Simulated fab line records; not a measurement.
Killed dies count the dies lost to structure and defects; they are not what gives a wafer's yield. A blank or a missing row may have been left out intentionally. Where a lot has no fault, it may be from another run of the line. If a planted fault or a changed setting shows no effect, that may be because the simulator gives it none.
Chamber matching / flow sky130 / SKY_FIELD_ISO_CMP_27 on cmp-01: 4 sister chambers
The step polishes, stops on Si3N4, t overpolish 16 s, target thk 457.8 nm. 8 wafers are shown with their chamber, then 9 later ones without.

WAFERS, EACH WITH ITS CHAMBER
wafer=L706.5; chamber=2; motorCurrentA (A)=12.8; timeToEndpointS (s)=114
wafer=L707.2; chamber=3; motorCurrentA (A)=14.8; timeToEndpointS (s)=101
wafer=L708.4; chamber=3; motorCurrentA (A)=14.0; timeToEndpointS (s)=102
wafer=L719.6; chamber=0; motorCurrentA (A)=10.6; timeToEndpointS (s)=113
wafer=L721.2; chamber=2; motorCurrentA (A)=13.3; timeToEndpointS (s)=110
wafer=L722.4; chamber=1; motorCurrentA (A)=11.4; timeToEndpointS (s)=105
wafer=L722.5; chamber=1; motorCurrentA (A)=12.1; timeToEndpointS (s)=106
wafer=L722.6; chamber=0; motorCurrentA (A)=10.8; timeToEndpointS (s)=109

WAFERS WITHOUT THEIR CHAMBER
wafer=L724.1; motorCurrentA (A)=10.5; timeToEndpointS (s)=111
wafer=L724.5; motorCurrentA (A)=13.8; timeToEndpointS (s)=100
wafer=L724.6; motorCurrentA (A)=10.6; timeToEndpointS (s)=108
wafer=L727.2; motorCurrentA (A)=14.0; timeToEndpointS (s)=101
wafer=L727.3; motorCurrentA (A)=12.4; timeToEndpointS (s)=111
wafer=L727.6; motorCurrentA (A)=10.7; timeToEndpointS (s)=112
wafer=L729.1; motorCurrentA (A)=14.1; timeToEndpointS (s)=105
wafer=L729.3; motorCurrentA (A)=10.8; timeToEndpointS (s)=113
wafer=L729.4; motorCurrentA (A)=11.9; timeToEndpointS (s)=107

WHICH CHAMBER EACH WENT THROUGH
wafer=L724.1; from the rows above=0; in truth=0
wafer=L724.5; from the rows above=3; in truth=3
wafer=L724.6; from the rows above=can't be placed: 0 or 1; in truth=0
wafer=L727.2; from the rows above=3; in truth=3
wafer=L727.3; from the rows above=can't be placed: 2 or 1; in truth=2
wafer=L727.6; from the rows above=0; in truth=0
wafer=L729.1; from the rows above=3; in truth=3
wafer=L729.3; from the rows above=0; in truth=0
wafer=L729.4; from the rows above=1; in truth=1
7 of 9 placed correctly. Not placeable from these rows: 2 (in 2, the candidates include the true chamber). Number placed wrongly: 0.
How it was worked out, from the rows above alone: a wafer's distance from a chamber is the root of the sum, over the readings, of the square of ((its reading less the chamber's mean) divided by the reading's scatter). If the next closest chamber is less than 2 further off than the closest, the wafer can't be placed; otherwise it belongs to the closest. Each chamber's mean is taken over the wafers shown for it. The scatter: take each reading less its chamber's mean, square it, sum over the shown wafers, divide by the number of wafers less the number of chambers, and take the root.
